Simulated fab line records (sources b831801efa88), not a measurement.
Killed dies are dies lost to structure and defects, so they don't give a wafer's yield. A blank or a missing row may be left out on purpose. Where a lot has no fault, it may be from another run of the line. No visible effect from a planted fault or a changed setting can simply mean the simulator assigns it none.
fab line records | flow gf180mcu
record lots=13 | wafers=39 | last_day=34
route steps=602 shown PSD@250 M1@319 V1@349 M2@368
lots that met no fault: from a run of the same line without faults
start_h: the number of hours between the record's first day and the start of the first shown wafer of the lot | wait_h: hours elapsed since this lot's preceding step | " the same as in the row above | L1.1+2: several wafers, shown together as one row | - no value, or no start was given | * or withheld: withheld | < > ~ a bound
route shown NAME@n: a module of which the file shows steps, and the number in the route of the first | usual: average and standard deviation across the fault-free wafers | same: alike in all rows | chamber/n: place in a boat | sites: per-site readings | _std_site: the values' standard deviation | _edge_site: inner sites' mean taken away from outer sites' mean | radius_mm: for every site, how far away it sits from the centre of the wafer | mask NAME#n: copy n | behind: tool/chamber where the wafer was last shaped | hold: what put the lot on hold/how long, in hours/how the hold closed | device: the n, p or np transistor that did not switch | end of line: tests run on the same wafers once the route is complete | a step given without rows: its recipe and nothing more | killed: the dies lost at the first sort to structure and to defects; this is not the yield of the wafer | map: per-die view of a wafer (x killed, . not killed, _ where there is no die)
set.NAME: the setting as run; set.NAME@STEP: as run at that earlier step | model.NAME: the simulator's own value behind a step, which no gauge read
a sample of lots followed through the steps of the route, with each step as a table and each wafer as a row
services: when a tool's chamber went out of use (start_h, in hours from the record's first day, below 0 if earlier), for how many hours, and the reason
## steps
# step GF_PSD_COAT_02
# recipe resist=NOVOLAK | spin_rpm=3000 | resist_thk_nm=1000
# usual chill_plate_temp_C=22.99/0.11 | spin_speed_rpm=3000.2/1.7
lot.wafer | tool           | chamber | start_h | wait_h | chill_plate_temp_C | spin_speed_rpm
L670.1    | litho_track-02 | 0       | 305.30  | 0.1    | 22.71              | 2998.8
L670.2    | "              | 0       | "       | "      | 22.92              | 2998.6
L670.3    | "              | 0       | "       | "      | 22.93              | 3000.9
L672.1    | litho_track-03 | 0       | 318.00  | 0.1    | 22.87              | 3000.8
L672.2    | "              | 0       | "       | "      | 22.83              | 3000.9
L672.4    | "              | 0       | "       | "      | 22.84              | 2999.0
L673.2    | litho_track-04 | 0       | 329.58  | 0.1    | 22.83              | 3000.8
L673.3    | "              | 0       | "       | "      | 22.97              | 2999.5
L673.6    | "              | 0       | "       | "      | 23.04              | 2999.8
L674.1    | litho_track-03 | 0       | 338.45  | 0.1    | 23.06              | 2999.6
L674.3    | "              | 0       | "       | "      | 23.00              | 2999.9
L674.6    | "              | 0       | "       | "      | 23.17              | 2999.9
L675.3    | litho_track-03 | 0       | 342.85  | 0.1    | 23.20              | 3001.5
L675.4    | "              | 0       | "       | "      | 22.99              | 2999.9
L675.6    | "              | 0       | "       | "      | 23.05              | 3000.3
L676.4    | litho_track-04 | 0       | 354.33  | 0.1    | 23.01              | 3001.7
L676.5    | "              | 0       | "       | "      | 23.00              | 3000.5
L676.6    | "              | 0       | "       | "      | 22.97              | 2999.9
L677.2    | litho_track-04 | 0       | 362.68  | 0.1    | 23.11              | 3001.2
L677.3    | "              | 0       | "       | "      | 23.19              | 3000.8
L677.4    | "              | 0       | "       | "      | 23.16              | 3000.7
L679.1    | litho_track-02 | 0       | 379.95  | 0.1    | 22.78              | 2999.9
L679.3    | "              | 0       | "       | "      | 23.16              | 2998.5
L679.6    | "              | 0       | "       | "      | 22.87              | 3000.0
L684.2    | litho_track-04 | 0       | 423.93  | 0.1    | 22.92              | 3279.2
L684.4    | "              | 0       | "       | "      | 23.06              | 3279.7
L684.5    | "              | 0       | "       | "      | 23.07              | 3275.8
L685.1    | litho_track-04 | 0       | 428.85  | 0.1    | 22.84              | 3280.3
L685.3    | "              | 0       | "       | "      | 22.93              | 3275.1
L685.6    | "              | 0       | "       | "      | 22.96              | 3275.9
L687.1    | litho_track-03 | 0       | 448.70  | 0.1    | 23.02              | 2999.6
L687.4    | "              | 0       | "       | "      | 23.12              | 2999.5
L687.5    | "              | 0       | "       | "      | 23.02              | 3003.0
L691.1    | litho_track-03 | 0       | 483.25  | 0.1    | 23.00              | 3001.7
L691.3    | "              | 0       | "       | "      | 22.78              | 3000.1
L691.6    | "              | 0       | "       | "      | 22.98              | 3001.8
L692.1    | litho_track-02 | 0       | 487.40  | 0.1    | 22.93              | 3002.8
L692.4    | "              | 0       | "       | "      | 23.19              | 3000.2
L692.6    | "              | 0       | "       | "      | 22.96              | 3000.2
# step GF_PSD_STRIP_10
# recipe chemistry=O2/N2 | power_w=1400 | pressure_mtorr=1500 | platen_temp_c=250 | o2_flow_sccm=3000 | n2_flow_sccm=300 | overash_fraction=0.5
# usual drypump_motor_current_A=5.9/0.42 | heater_power_w=330/28 | o2_flow_sccm=3000/9.9 | oes_product_au=0.592/0.0046 | strip_time_to_endpoint_s=16.53/0.035
# same overash_fraction=0.5
lot.wafer | tool            | chamber | start_h | wait_h | drypump_motor_current_A | heater_power_w | o2_flow_sccm | oes_product_au | rf_hours_counter_h | strip_time_to_endpoint_s
L670.1    | plasma_asher-01 | 1       | 316.21  | 0.1    | 5.5                     | 318            | 2998         | 0.604          | 70                 | 16.46
L670.2    | "               | 0       | "       | "      | 6.3                     | 380            | 3007         | 0.587          | 70                 | 16.49
L670.3    | "               | 0       | "       | "      | 6.3                     | 371            | 3008         | 0.585          | -                  | 16.47
L672.1    | plasma_asher-03 | 1       | 328.56  | 0.1    | 5.9                     | 334            | 3016         | 0.587          | 65                 | 16.51
L672.2    | "               | 0       | "       | "      | 6.5                     | 310            | 3014         | 0.594          | 65                 | 16.48
L672.4    | "               | 0       | "       | "      | 6.5                     | 310            | 3006         | 0.591          | -                  | 16.52
L673.2    | plasma_asher-04 | 0       | 340.51  | 0.1    | 5.6                     | 359            | 3011         | 0.594          | 52                 | 16.50
L673.3    | "               | 0       | "       | "      | 5.6                     | 360            | 3010         | 0.588          | -                  | 16.52
L673.6    | "               | 1       | "       | "      | 5.4                     | 281            | 2999         | 0.590          | -                  | 16.48
L674.1    | plasma_asher-04 | 0       | 349.81  | 0.1    | 5.6                     | 360            | 3015         | 0.589          | 53                 | 16.55
L674.3    | "               | 0       | "       | "      | 5.6                     | 366            | 3012         | 0.597          | -                  | 16.53
L674.6    | "               | 0       | "       | "      | 5.6                     | 368            | 3004         | 0.594          | -                  | 16.54
L675.3    | plasma_asher-01 | 0       | 353.59  | 0.1    | 6.3                     | 367            | 3004         | 0.589          | -                  | 16.50
L675.4    | "               | 1       | "       | "      | 5.5                     | 311            | 3000         | 0.580          | -                  | 16.53
L675.6    | "               | 1       | "       | "      | 5.4                     | 312            | 3001         | 0.592          | -                  | 16.56
L676.4    | plasma_asher-04 | 1       | 366.14  | 0.1    | 5.4                     | 279            | 3009         | 0.592          | -                  | 16.51
L676.5    | "               | 1       | "       | "      | 5.4                     | 286            | 3001         | 0.595          | -                  | 16.50
L676.6    | "               | 0       | "       | "      | 5.6                     | 366            | 3003         | 0.589          | -                  | 16.50
L677.2    | plasma_asher-04 | 1       | 373.96  | 0.1    | 5.4                     | 286            | 2993         | 0.590          | 56                 | 16.60
L677.3    | "               | 0       | "       | "      | 5.5                     | 371            | 2994         | 0.593          | -                  | 16.56
L677.4    | "               | 1       | "       | "      | 5.5                     | 285            | 2999         | 0.597          | -                  | 16.54
L679.1    | plasma_asher-03 | 0       | 392.31  | 0.1    | 6.5                     | 316            | 2998         | 0.592          | 71                 | 16.50
L679.3    | "               | 1       | "       | "      | 5.9                     | 336            | 3022         | 0.595          | -                  | 16.51
L679.6    | "               | 0       | "       | "      | 6.5                     | 307            | 3014         | 0.590          | -                  | 16.55
L684.2    | plasma_asher-03 | 0       | 436.21  | 0.2    | 6.5                     | 313            | 2992         | 0.592          | 1                  | 16.08
L684.4    | "               | 0       | "       | "      | 6.5                     | 314            | 2987         | 0.591          | -                  | 16.07
L684.5    | "               | 1       | "       | "      | 5.9                     | 346            | 3004         | 0.577          | -                  | 16.06
L685.1    | plasma_asher-03 | 0       | 441.80  | 0.1    | 6.5                     | 321            | 3009         | 0.591          | 1                  | 16.04
L685.3    | "               | 0       | "       | "      | 6.5                     | 317            | 3016         | 0.583          | -                  | 16.06
L685.6    | "               | 0       | "       | "      | 6.5                     | 315            | 3013         | 0.588          | -                  | 16.08
L687.1    | plasma_asher-03 | 1       | 460.85  | 0.1    | 5.9                     | 336            | 3002         | 0.586          | 4                  | 16.54
L687.4    | "               | 1       | "       | "      | 5.9                     | 347            | 2994         | 0.590          | -                  | 16.59
L687.5    | "               | 0       | "       | "      | 6.5                     | 319            | 3010         | 0.593          | -                  | 16.54
L691.1    | plasma_asher-04 | 1       | 495.51  | 0.1    | 5.4                     | 279            | 2990         | 0.595          | 71                 | 16.50
L691.3    | "               | 1       | "       | "      | 5.4                     | 277            | 3005         | 0.592          | -                  | 16.55
L691.6    | "               | 1       | "       | "      | 5.4                     | 279            | 3002         | 0.593          | -                  | 16.53
L692.1    | plasma_asher-03 | 0       | 499.76  | 0.1    | 6.5                     | 324            | 2986         | 0.590          | 6                  | 16.53
L692.4    | "               | 0       | "       | "      | 6.5                     | 312            | 2998         | 0.587          | -                  | 16.54
L692.6    | "               | 1       | "       | "      | 5.9                     | 340            | 2979         | 0.593          | -                  | 16.58
# step GF_M1_SPUTTER_04
# recipe material=TiN | target_thk_nm=50 | power_w=6500 | time_s=41.7 | chamber_pressure_pa=0.4
# usual throttle_valve_pct=30.1/1.1
lot.wafer | tool           | chamber | start_h | wait_h | throttle_valve_pct
L670.1    | pvd_sputter-03 | -       | 361.73  | 0.0    | 29.1
L670.2    | "              | -       | "       | "      | 32.6
L670.3    | "              | -       | "       | "      | 30.8
L672.1    | pvd_sputter-02 | -       | 375.03  | 0.0    | 29.9
L672.2    | "              | -       | "       | "      | 30.1
L672.4    | "              | -       | "       | "      | 29.2
L673.2    | pvd_sputter-03 | -       | 388.43  | 0.0    | 30.8
L673.3    | "              | -       | "       | "      | 29.2
L673.6    | "              | -       | "       | "      | 29.2
L674.1    | pvd_sputter-03 | -       | 396.74  | 0.0    | 29.5
L674.3    | "              | -       | "       | "      | 32.4
L674.6    | "              | -       | "       | "      | 32.5
L675.3    | pvd_sputter-03 | -       | 402.04  | 0.0    | 29.2
L675.4    | "              | -       | "       | "      | 28.9
L675.6    | "              | -       | "       | "      | 29.2
L676.4    | pvd_sputter-01 | -       | 415.63  | 0.0    | 31.5
L676.5    | "              | -       | "       | "      | 29.5
L676.6    | "              | -       | "       | "      | 31.3
L677.2    | pvd_sputter-03 | -       | 423.88  | 0.0    | 29.3
L677.3    | "              | -       | "       | "      | 32.5
L677.4    | "              | -       | "       | "      | 30.6
L679.1    | pvd_sputter-03 | -       | 442.80  | 0.0    | 29.2
L679.3    | "              | -       | "       | "      | 29.4
L679.6    | "              | -       | "       | "      | 29.2
L684.2    | pvd_sputter-03 | -       | 487.73  | 0.0    | 32.5
L684.4    | "              | -       | "       | "      | 28.8
L684.5    | "              | -       | "       | "      | 29.2
L685.1    | pvd_sputter-02 | -       | 494.30  | 0.0    | 29.8
L685.3    | "              | -       | "       | "      | 29.2
L685.6    | "              | -       | "       | "      | 29.9
L687.1    | pvd_sputter-01 | -       | 511.73  | 0.0    | 29.4
L687.4    | "              | -       | "       | "      | 31.1
L687.5    | "              | -       | "       | "      | 31.5
L691.1    | pvd_sputter-02 | -       | 545.63  | 0.0    | 30.0
L691.3    | "              | -       | "       | "      | 29.3
L691.6    | "              | -       | "       | "      | 29.2
L692.1    | pvd_sputter-01 | -       | 549.98  | 0.0    | 31.4
L692.4    | "              | -       | "       | "      | 29.4
L692.6    | "              | -       | "       | "      | 31.3
# step GF_V1_CD_MEAS_14
# recipe target_cd_nm=260
# usual cd_nm=259.7/1.1
lot.wafer | tool      | chamber | start_h | wait_h | cd_nm
L670.1    | cd_sem-02 | -       | 408.30  | 0.1    | 258.0
L670.2    | "         | -       | "       | "      | 258.4
L670.3    | "         | -       | "       | "      | 258.1
L672.1    | cd_sem-02 | -       | 422.95  | 0.1    | 259.6
L672.2    | "         | -       | "       | "      | 259.6
L672.4    | "         | -       | "       | "      | 259.4
L673.2    | cd_sem-01 | -       | 437.72  | 0.1    | 260.3
L673.3    | "         | -       | "       | "      | 259.3
L673.6    | "         | -       | "       | "      | 260.7
L674.1    | cd_sem-02 | -       | 444.95  | 0.1    | 260.8
L674.3    | "         | -       | "       | "      | 260.5
L674.6    | "         | -       | "       | "      | 260.6
L675.3    | cd_sem-02 | -       | 451.34  | 0.1    | 260.1
L675.4    | "         | -       | "       | "      | 259.8
L675.6    | "         | -       | "       | "      | 261.3
L676.4    | cd_sem-02 | -       | 465.36  | 0.1    | 259.7
L676.5    | "         | -       | "       | "      | 260.3
L676.6    | "         | -       | "       | "      | 260.2
L677.2    | cd_sem-02 | -       | 473.92  | 0.1    | 261.3
L677.3    | "         | -       | "       | "      | 259.8
L677.4    | "         | -       | "       | "      | 260.0
L679.1    | cd_sem-01 | -       | 492.45  | 0.1    | 259.6
L679.3    | "         | -       | "       | "      | 260.2
L679.6    | "         | -       | "       | "      | 259.5
L684.2    | cd_sem-01 | -       | 535.62  | 0.1    | 260.9
L684.4    | "         | -       | "       | "      | 261.0
L684.5    | "         | -       | "       | "      | 261.2
L685.1    | cd_sem-02 | -       | 542.55  | 0.1    | 259.3
L685.3    | "         | -       | "       | "      | 258.9
L685.6    | "         | -       | "       | "      | 259.3
L687.1    | cd_sem-01 | -       | 558.85  | 0.1    | 260.4
L687.4    | "         | -       | "       | "      | 260.3
L687.5    | "         | -       | "       | "      | 261.4
L691.1    | cd_sem-02 | -       | 592.25  | 0.1    | 259.5
L691.3    | "         | -       | "       | "      | 261.4
L691.6    | "         | -       | "       | "      | 262.0
L692.1    | cd_sem-01 | -       | 596.75  | 0.1    | 258.5
L692.4    | "         | -       | "       | "      | 258.7
L692.6    | "         | -       | "       | "      | 259.5
# step GF_M2_THK_MEAS_06
# recipe thk_meas_gauge=xrf | reads=AlCu_of_M2_SPUTTER_02
# usual M2_ALCU_THK=447/5.9
lot.wafer | tool          | chamber | start_h | wait_h | M2_ALCU_THK[nm]
L670.1    | film_metro-02 | -       | 410.16  | 0.1    | 450
L670.2    | "             | -       | "       | "      | 454
L670.3    | "             | -       | "       | "      | 450
L672.1    | film_metro-04 | -       | 424.80  | 0.1    | 443
L672.2    | "             | -       | "       | "      | 441
L672.4    | "             | -       | "       | "      | 445
L673.2    | film_metro-01 | -       | 439.56  | 0.1    | 446
L673.3    | "             | -       | "       | "      | 446
L673.6    | "             | -       | "       | "      | 448
L674.1    | film_metro-04 | -       | 446.85  | 0.1    | 455
L674.3    | "             | -       | "       | "      | 454
L674.6    | "             | -       | "       | "      | 452
L675.3    | film_metro-04 | -       | 453.17  | 0.1    | 451
L675.4    | "             | -       | "       | "      | 450
L675.6    | "             | -       | "       | "      | 450
L676.4    | film_metro-01 | -       | 467.18  | 0.1    | 438
L676.5    | "             | -       | "       | "      | 439
L676.6    | "             | -       | "       | "      | 441
L677.2    | film_metro-04 | -       | 475.77  | 0.1    | 447
L677.3    | "             | -       | "       | "      | 449
L677.4    | "             | -       | "       | "      | 445
L679.1    | film_metro-01 | -       | 494.30  | 0.1    | 442
L679.3    | "             | -       | "       | "      | 444
L679.6    | "             | -       | "       | "      | 445
L684.2    | film_metro-01 | -       | 537.46  | 0.1    | 442
L684.4    | "             | -       | "       | "      | 445
L684.5    | "             | -       | "       | "      | 443
L685.1    | film_metro-04 | -       | 544.43  | 0.1    | 443
L685.3    | "             | -       | "       | "      | 442
L685.6    | "             | -       | "       | "      | 446
L687.1    | film_metro-01 | -       | 561.05  | 0.1    | 463
L687.4    | "             | -       | "       | "      | 463
L687.5    | "             | -       | "       | "      | 464
L691.1    | film_metro-02 | -       | 594.10  | 0.1    | 448
L691.3    | "             | -       | "       | "      | 452
L691.6    | "             | -       | "       | "      | 453
L692.1    | film_metro-02 | -       | 598.85  | 0.1    | 451
L692.4    | "             | -       | "       | "      | 448
L692.6    | "             | -       | "       | "      | 453
## services
tool            | chamber | start_h | hours | kind
plasma_asher-01 | -       | 283.69  | 1.5   | repair
plasma_asher-04 | -       | 308.68  | 1.0   | repair
plasma_asher-01 | -       | 311.04  | 1.6   | repair
pvd_sputter-03  | -       | 318.09  | 40.3  | repair
pvd_sputter-02  | -       | 331.38  | 26.3  | repair
plasma_asher-03 | -       | 343.78  | 6.3   | repair
plasma_asher-01 | -       | 345.80  | 2.8   | pm
pvd_sputter-02  | -       | 382.49  | 5.9   | repair
pvd_sputter-02  | -       | 383.18  | 3.0   | repair
pvd_sputter-03  | 2       | 396.78  | -     | consumable_replace:kit
pvd_sputter-03  | 2       | 396.78  | 18.0  | scheduled_down
pvd_sputter-03  | 2       | 396.78  | 18.0  | vent_cycle
plasma_asher-03 | -       | 421.25  | 9.0   | pm
plasma_asher-03 | 0       | 421.25  | 9.0   | vent_cycle
plasma_asher-03 | 1       | 421.25  | 9.0   | vent_cycle
pvd_sputter-01  | -       | 445.57  | 2.4   | repair
plasma_asher-03 | -       | 461.10  | 14.6  | pm
pvd_sputter-02  | -       | 467.18  | 2.4   | repair
pvd_sputter-03  | -       | 473.31  | 2.2   | repair
pvd_sputter-02  | -       | 478.89  | 2.5   | repair
pvd_sputter-02  | -       | 497.58  | 1.7   | repair
plasma_asher-04 | -       | 502.67  | 2.8   | pm
pvd_sputter-02  | -       | 507.31  | 0.8   | repair
plasma_asher-01 | -       | 534.64  | 1.6   | repair
## key
first_sign step=GF_PSD_COAT_02 | reading=spin_speed_rpm | direction=up | sigmas=99+ | usual=* | struck=*
effect step=GF_PSD_STRIP_10 | reading=strip_time_to_endpoint_s | direction=down | sigmas=13 | usual=* | struck=*
met_at GF_PSD_COAT_02
struck_lots L684,L685
tester_left_out L684,L685
not_acting_at GF_M1_SPUTTER_04,GF_V1_CD_MEAS_14,GF_M2_THK_MEAS_06
onset_between 362.68 423.93
fault kind=process_parameter_drift | tool=litho_track-04 | chamber=- | onset_h=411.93 | steps=GF_PSD_COAT_02 | channel=spin_rpm | offset=* | shape=step | end_h=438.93 | acts_in=* | stated=*
# tester_left_out: of these lots the tester's yield and bins aren't shown, on N5 and GAA mostly nor the transistor test; their killed dies are dies lost to structure and defects alone, not to doping, threshold or leakage, so they don't give the yield
